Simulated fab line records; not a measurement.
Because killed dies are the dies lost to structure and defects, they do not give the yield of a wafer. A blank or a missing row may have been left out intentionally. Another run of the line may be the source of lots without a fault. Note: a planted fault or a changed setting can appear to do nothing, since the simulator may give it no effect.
Which of the tools did it? / flow sky130 / Sampling: 24 lots, 72 wafers, 5 of 708 route steps

## WHAT EACH GAUGE READ, for each wafer
SKY_LOCAL_INTERCONNECT_RS_MEAS_01: a four-point-probe measurement.
lot=L074; measured=day 30 01:07; on=filmMetro-01; LOCAL_INTERCONNECT_TIN_RS (ohm/sq)=14.13 14.16 14.28
lot=L075; measured=day 30 07:20; on=filmMetro-02; LOCAL_INTERCONNECT_TIN_RS (ohm/sq)=14.27 14.40 14.42
lot=L076; measured=day 30 18:16; on=filmMetro-01; LOCAL_INTERCONNECT_TIN_RS (ohm/sq)=14.52 14.39 14.42
lot=L077; measured=day 31 03:46; on=filmMetro-03; LOCAL_INTERCONNECT_TIN_RS (ohm/sq)=14.39 14.39 14.40
lot=L078; measured=day 31 12:53; on=filmMetro-02; LOCAL_INTERCONNECT_TIN_RS (ohm/sq)=14.32 14.32 14.39
lot=L079; measured=day 31 17:08; on=filmMetro-01; LOCAL_INTERCONNECT_TIN_RS (ohm/sq)=14.03 14.15 14.19
lot=L080; measured=day 32 01:34; on=filmMetro-01; LOCAL_INTERCONNECT_TIN_RS (ohm/sq)=14.39 14.20 14.36
lot=L081; measured=day 32 10:04; on=filmMetro-02; LOCAL_INTERCONNECT_TIN_RS (ohm/sq)=14.26 14.28 14.22
lot=L082; measured=day 32 20:29; on=filmMetro-02; LOCAL_INTERCONNECT_TIN_RS (ohm/sq)=14.23 14.25 14.17
lot=L083; measured=day 32 21:53; on=filmMetro-03; LOCAL_INTERCONNECT_TIN_RS (ohm/sq)=14.16 14.23 14.27
lot=L084; measured=day 33 07:38; on=filmMetro-03; LOCAL_INTERCONNECT_TIN_RS (ohm/sq)=14.69 14.63 14.55
lot=L085; measured=day 33 21:42; on=filmMetro-02; LOCAL_INTERCONNECT_TIN_RS (ohm/sq)=14.49 14.41 14.40
lot=L086; measured=day 33 22:16; on=filmMetro-02; LOCAL_INTERCONNECT_TIN_RS (ohm/sq)=13.96 14.23 14.15
lot=L087; measured=day 34 13:15; on=filmMetro-03; LOCAL_INTERCONNECT_TIN_RS (ohm/sq)=14.34 14.44 14.40
lot=L088; measured=day 34 15:40; on=filmMetro-01; LOCAL_INTERCONNECT_TIN_RS (ohm/sq)=14.31 14.49 14.46
lot=L089; measured=day 34 21:48; on=filmMetro-02; LOCAL_INTERCONNECT_TIN_RS (ohm/sq)=14.34 14.19 14.41
lot=L090; measured=day 35 02:34; on=filmMetro-03; LOCAL_INTERCONNECT_TIN_RS (ohm/sq)=13.83 13.88 13.86
lot=L091; measured=day 35 13:49; on=filmMetro-03; LOCAL_INTERCONNECT_TIN_RS (ohm/sq)=14.04 14.05 14.13
lot=L092; measured=day 36 02:08; on=filmMetro-03; LOCAL_INTERCONNECT_TIN_RS (ohm/sq)=14.12 14.03 14.18
lot=L093; measured=day 36 04:19; on=filmMetro-03; LOCAL_INTERCONNECT_TIN_RS (ohm/sq)=14.46 14.56 14.33
lot=L094; measured=day 36 07:12; on=filmMetro-03; LOCAL_INTERCONNECT_TIN_RS (ohm/sq)=14.01 14.01 14.06
lot=L095; measured=day 36 14:01; on=filmMetro-01; LOCAL_INTERCONNECT_TIN_RS (ohm/sq)=14.15 14.16 14.19
lot=L096; measured=day 37 01:38; on=filmMetro-02; LOCAL_INTERCONNECT_TIN_RS (ohm/sq)=14.37 14.32 14.38
lot=L097; measured=day 37 10:11; on=filmMetro-01; LOCAL_INTERCONNECT_TIN_RS (ohm/sq)=14.12 14.40 14.31

SKY_LOCAL_INTERCONNECT_CD_MEAS_11: target cd 170 nm.
lot=L074; measured=day 31 05:26; on=cdSem-02; cdNm (nm)=169.0 170.2 168.1
lot=L075; measured=day 31 12:15; on=cdSem-01; cdNm (nm)=173.2 171.8 170.8
lot=L076; measured=day 31 21:47; on=cdSem-01; cdNm (nm)=170.0 168.9 168.3
lot=L077; measured=day 32 07:20; on=cdSem-01; cdNm (nm)=168.7 168.0 168.4
lot=L078; measured=day 32 17:00; on=cdSem-02; cdNm (nm)=168.9 166.9 168.3
lot=L079; measured=day 32 20:46; on=cdSem-02; cdNm (nm)=171.7 171.1 171.1
lot=L080; measured=day 33 04:58; on=cdSem-02; cdNm (nm)=171.4 170.2 170.2
lot=L081; measured=day 33 14:16; on=cdSem-02; cdNm (nm)=170.0 170.8 169.0
lot=L082; measured=day 33 23:54; on=cdSem-01; cdNm (nm)=171.4 170.7 170.7
lot=L083; measured=day 34 01:56; on=cdSem-01; cdNm (nm)=171.4 169.7 169.6
lot=L084; measured=day 34 10:40; on=cdSem-01; cdNm (nm)=168.0 168.0 167.4
lot=L085; measured=day 35 00:43; on=cdSem-02; cdNm (nm)=170.1 169.6 169.1
lot=L086; measured=day 35 01:34; on=cdSem-02; cdNm (nm)=173.8 173.1 172.7
lot=L087; measured=day 35 16:46; on=cdSem-01; cdNm (nm)=168.9 169.5 169.1
lot=L088; measured=day 35 18:49; on=cdSem-02; cdNm (nm)=170.9 170.4 170.4
lot=L089; measured=day 36 00:44; on=cdSem-01; cdNm (nm)=169.2 170.2 170.2
lot=L090; measured=day 36 04:40; on=cdSem-02; cdNm (nm)=167.7 168.1 169.5
lot=L091; measured=day 36 16:44; on=cdSem-01; cdNm (nm)=168.4 167.5 167.6
lot=L092; measured=day 37 04:30; on=cdSem-01; cdNm (nm)=171.5 171.8 170.4
lot=L093; measured=day 37 06:41; on=cdSem-02; cdNm (nm)=167.4 168.0 169.0
lot=L094; measured=day 37 09:40; on=cdSem-01; cdNm (nm)=165.9 167.8 166.6
lot=L095; measured=day 37 16:41; on=cdSem-02; cdNm (nm)=169.9 169.3 167.5
lot=L096; measured=day 38 04:28; on=cdSem-01; cdNm (nm)=172.0 171.0 171.8
lot=L097; measured=day 38 13:35; on=cdSem-02; cdNm (nm)=169.4 168.9 168.4

SKY_VIA1_BOW_MEAS_03.
lot=L074; measured=day 33 17:20; on=filmMetro-03; VIA1_BOW (um)=78 77 82
lot=L075; measured=day 34 00:22; on=filmMetro-01; VIA1_BOW (um)=78 93 81
lot=L076; measured=day 34 10:38; on=filmMetro-03; VIA1_BOW (um)=82 88 67
lot=L077; measured=day 34 19:30; on=filmMetro-03; VIA1_BOW (um)=63 76 82
lot=L078; measured=day 35 04:48; on=filmMetro-04; VIA1_BOW (um)=86 76 78
lot=L079; measured=day 35 08:34; on=filmMetro-01; VIA1_BOW (um)=75 89 74
lot=L080; measured=day 35 16:14; on=filmMetro-03; VIA1_BOW (um)=79 74 84
lot=L081; measured=day 36 01:21; on=filmMetro-01; VIA1_BOW (um)=79 78 75
lot=L082; measured=day 36 10:28; on=filmMetro-04; VIA1_BOW (um)=85 86 89
lot=L083; measured=day 36 13:40; on=filmMetro-03; VIA1_BOW (um)=85 76 74
lot=L084; measured=day 36 20:56; on=filmMetro-04; VIA1_BOW (um)=81 90 79
lot=L085; measured=day 37 09:49; on=filmMetro-01; VIA1_BOW (um)=75 84 74
lot=L086; measured=day 37 12:40; on=filmMetro-04; VIA1_BOW (um)=81 80 93
lot=L087; measured=day 38 02:17; on=filmMetro-01; VIA1_BOW (um)=69 71 77
lot=L088; measured=day 38 04:17; on=filmMetro-03; VIA1_BOW (um)=91 77 84
lot=L089; measured=day 38 11:13; on=filmMetro-03; VIA1_BOW (um)=70 75 90
lot=L090; measured=day 38 13:49; on=filmMetro-01; VIA1_BOW (um)=91 77 76
lot=L091; measured=day 39 01:44; on=filmMetro-03; VIA1_BOW (um)=83 79 80
lot=L092; measured=day 39 14:06; on=filmMetro-01; VIA1_BOW (um)=83 97 77
lot=L093; measured=day 39 15:11; on=filmMetro-01; VIA1_BOW (um)=73 80 91
lot=L094; measured=day 39 18:34; on=filmMetro-04; VIA1_BOW (um)=84 84 74
lot=L095; measured=day 40 01:24; on=filmMetro-01; VIA1_BOW (um)=81 76 79
lot=L096; measured=day 40 11:48; on=filmMetro-04; VIA1_BOW (um)=74 80 88
lot=L097; measured=day 40 20:32; on=filmMetro-04; VIA1_BOW (um)=73 92 75

## EACH LOT AND THE TOOL THAT RAN IT (in order: tool; ch and the chambers of the sampled wafers; start)
lot=L074; SKY_CONTACT_SPUTTER_23=pvdSputter-04, day 32 11:07; SKY_METAL1_SPUTTER_00=pvdSputter-03, day 32 11:46
lot=L075; SKY_CONTACT_SPUTTER_23=pvdSputter-01, day 32 18:11; SKY_METAL1_SPUTTER_00=pvdSputter-02, day 32 18:50
lot=L076; SKY_CONTACT_SPUTTER_23=pvdSputter-03, day 33 04:14; SKY_METAL1_SPUTTER_00=pvdSputter-02, day 33 04:53
lot=L077; SKY_CONTACT_SPUTTER_23=pvdSputter-04, day 33 13:10; SKY_METAL1_SPUTTER_00=pvdSputter-03, day 33 13:49
lot=L078; SKY_CONTACT_SPUTTER_23=pvdSputter-04, day 33 22:53; SKY_METAL1_SPUTTER_00=pvdSputter-03, day 33 23:32
lot=L079; SKY_CONTACT_SPUTTER_23=pvdSputter-03, day 34 02:39; SKY_METAL1_SPUTTER_00=pvdSputter-02, day 34 03:18
lot=L080; SKY_CONTACT_SPUTTER_23=pvdSputter-01, day 34 10:25; SKY_METAL1_SPUTTER_00=pvdSputter-02, day 34 11:10
lot=L081; SKY_CONTACT_SPUTTER_23=pvdSputter-03, day 34 20:05; SKY_METAL1_SPUTTER_00=pvdSputter-02, day 34 20:44
lot=L082; SKY_CONTACT_SPUTTER_23=pvdSputter-01, day 35 05:34; SKY_METAL1_SPUTTER_00=pvdSputter-03, day 35 06:13
lot=L083; SKY_CONTACT_SPUTTER_23=pvdSputter-04, day 35 08:24; SKY_METAL1_SPUTTER_00=pvdSputter-02, day 35 09:05
lot=L084; SKY_CONTACT_SPUTTER_23=pvdSputter-04, day 35 15:52; SKY_METAL1_SPUTTER_00=pvdSputter-03, day 35 16:31
lot=L085; SKY_CONTACT_SPUTTER_23=pvdSputter-01, day 36 05:37; SKY_METAL1_SPUTTER_00=pvdSputter-02, day 36 06:16
lot=L086; SKY_CONTACT_SPUTTER_23=pvdSputter-04, day 36 07:51; SKY_METAL1_SPUTTER_00=pvdSputter-03, day 36 08:30
lot=L087; SKY_CONTACT_SPUTTER_23=pvdSputter-01, day 36 22:00; SKY_METAL1_SPUTTER_00=pvdSputter-04, day 36 22:39
lot=L088; SKY_CONTACT_SPUTTER_23=pvdSputter-03, day 36 23:49; SKY_METAL1_SPUTTER_00=pvdSputter-02, day 37 00:28
lot=L089; SKY_CONTACT_SPUTTER_23=pvdSputter-04, day 37 05:40; SKY_METAL1_SPUTTER_00=pvdSputter-02, day 37 06:19
lot=L090; SKY_CONTACT_SPUTTER_23=pvdSputter-01, day 37 08:59; SKY_METAL1_SPUTTER_00=pvdSputter-03, day 37 09:38
lot=L091; SKY_CONTACT_SPUTTER_23=pvdSputter-04, day 37 21:04; SKY_METAL1_SPUTTER_00=pvdSputter-02, day 37 21:44
lot=L092; SKY_CONTACT_SPUTTER_23=pvdSputter-04, day 38 09:51; SKY_METAL1_SPUTTER_00=pvdSputter-03, day 38 10:30
lot=L093; SKY_CONTACT_SPUTTER_23=pvdSputter-04, day 38 11:45; SKY_METAL1_SPUTTER_00=pvdSputter-03, day 38 12:24
lot=L094; SKY_CONTACT_SPUTTER_23=pvdSputter-04, day 38 15:17; SKY_METAL1_SPUTTER_00=pvdSputter-03, day 38 15:56
lot=L095; SKY_CONTACT_SPUTTER_23=pvdSputter-03, day 38 21:46; SKY_METAL1_SPUTTER_00=pvdSputter-02, day 38 22:25
lot=L096; SKY_CONTACT_SPUTTER_23=pvdSputter-03, day 39 08:27; SKY_METAL1_SPUTTER_00=pvdSputter-04, day 39 09:06
lot=L097; SKY_CONTACT_SPUTTER_23=pvdSputter-04, day 39 16:51; SKY_METAL1_SPUTTER_00=pvdSputter-03, day 39 17:33
- SKY_CONTACT_SPUTTER_23: material TiN, target thk 20 nm, time 80 s.
- SKY_METAL1_SPUTTER_00: material Ti, target thk 15 nm, time 10 s.

## WHAT THE TOOLS THEMSELVES READ (means of the sampled wafers that have a number; where no wafer has one, the mark that the record gives instead)
SKY_CONTACT_SPUTTER_23.
lot=L074; tool=pvdSputter-04; throttleValvePct (%)=30.2
lot=L075; tool=pvdSputter-01; throttleValvePct (%)=30.4
lot=L076; tool=pvdSputter-03; throttleValvePct (%)=29.3
lot=L077; tool=pvdSputter-04; throttleValvePct (%)=30.7
lot=L078; tool=pvdSputter-04; throttleValvePct (%)=29.8
lot=L079; tool=pvdSputter-03; throttleValvePct (%)=29.0
lot=L080; tool=pvdSputter-01; throttleValvePct (%)=29.8
lot=L081; tool=pvdSputter-03; throttleValvePct (%)=30.1
lot=L082; tool=pvdSputter-01; throttleValvePct (%)=31.1
lot=L083; tool=pvdSputter-04; throttleValvePct (%)=30.1
lot=L084; tool=pvdSputter-04; throttleValvePct (%)=30.7
lot=L085; tool=pvdSputter-01; throttleValvePct (%)=29.7
lot=L086; tool=pvdSputter-04; throttleValvePct (%)=31.2
lot=L087; tool=pvdSputter-01; throttleValvePct (%)=31.0
lot=L088; tool=pvdSputter-03; throttleValvePct (%)=30.6
lot=L089; tool=pvdSputter-04; throttleValvePct (%)=30.7
lot=L090; tool=pvdSputter-01; throttleValvePct (%)=29.8
lot=L091; tool=pvdSputter-04; throttleValvePct (%)=30.7
lot=L092; tool=pvdSputter-04; throttleValvePct (%)=30.6
lot=L093; tool=pvdSputter-04; throttleValvePct (%)=30.0
lot=L094; tool=pvdSputter-04; throttleValvePct (%)=30.4
lot=L095; tool=pvdSputter-03; throttleValvePct (%)=29.0
lot=L096; tool=pvdSputter-03; throttleValvePct (%)=29.1
lot=L097; tool=pvdSputter-04; throttleValvePct (%)=30.5

SKY_METAL1_SPUTTER_00.
lot=L074; tool=pvdSputter-03; throttleValvePct (%)=28.5
lot=L075; tool=pvdSputter-02; throttleValvePct (%)=31.5
lot=L076; tool=pvdSputter-02; throttleValvePct (%)=30.6
lot=L077; tool=pvdSputter-03; throttleValvePct (%)=29.8
lot=L078; tool=pvdSputter-03; throttleValvePct (%)=30.3
lot=L079; tool=pvdSputter-02; throttleValvePct (%)=30.7
lot=L080; tool=pvdSputter-02; throttleValvePct (%)=30.5
lot=L081; tool=pvdSputter-02; throttleValvePct (%)=30.6
lot=L082; tool=pvdSputter-03; throttleValvePct (%)=29.4
lot=L083; tool=pvdSputter-02; throttleValvePct (%)=30.6
lot=L084; tool=pvdSputter-03; throttleValvePct (%)=29.1
lot=L085; tool=pvdSputter-02; throttleValvePct (%)=29.6
lot=L086; tool=pvdSputter-03; throttleValvePct (%)=27.9
lot=L087; tool=pvdSputter-04; throttleValvePct (%)=30.2
lot=L088; tool=pvdSputter-02; throttleValvePct (%)=29.4
lot=L089; tool=pvdSputter-02; throttleValvePct (%)=29.6
lot=L090; tool=pvdSputter-03; throttleValvePct (%)=28.6
lot=L091; tool=pvdSputter-02; throttleValvePct (%)=29.9
lot=L092; tool=pvdSputter-03; throttleValvePct (%)=27.8
lot=L093; tool=pvdSputter-03; throttleValvePct (%)=29.8
lot=L094; tool=pvdSputter-03; throttleValvePct (%)=28.5
lot=L095; tool=pvdSputter-02; throttleValvePct (%)=29.4
lot=L096; tool=pvdSputter-04; throttleValvePct (%)=30.4
lot=L097; tool=pvdSputter-03; throttleValvePct (%)=29.1

## THE ANSWER, worked out from the rows above alone
Rule: what is usual is taken from the lots themselves. The widest of any qualifying gaps counts: lots, ordered by their means at a reading, are off when they make up no more than a third of the lots, leave a main group of 4 or more, and stand apart from it by 3 or more times the standard deviation of that group's means. Not used: any main group whose means are identical at the precision the tables above print for the reading. Also off: a lot with no number at a reading for which 4 or more lots have one. Where the step has rows for the other lots, those lots are counted as sound. Order of review: gauges by route order, followed by the tools' own readings, for which a lot's mean as printed above is used. At the first step where some lot is off, the reading lying furthest off is the one used; lots without a number count as furthest.
Across all readings shown, no lot is off: no conclusion can be drawn from this.

## WHAT THE SIMULATOR HAD INSERTED
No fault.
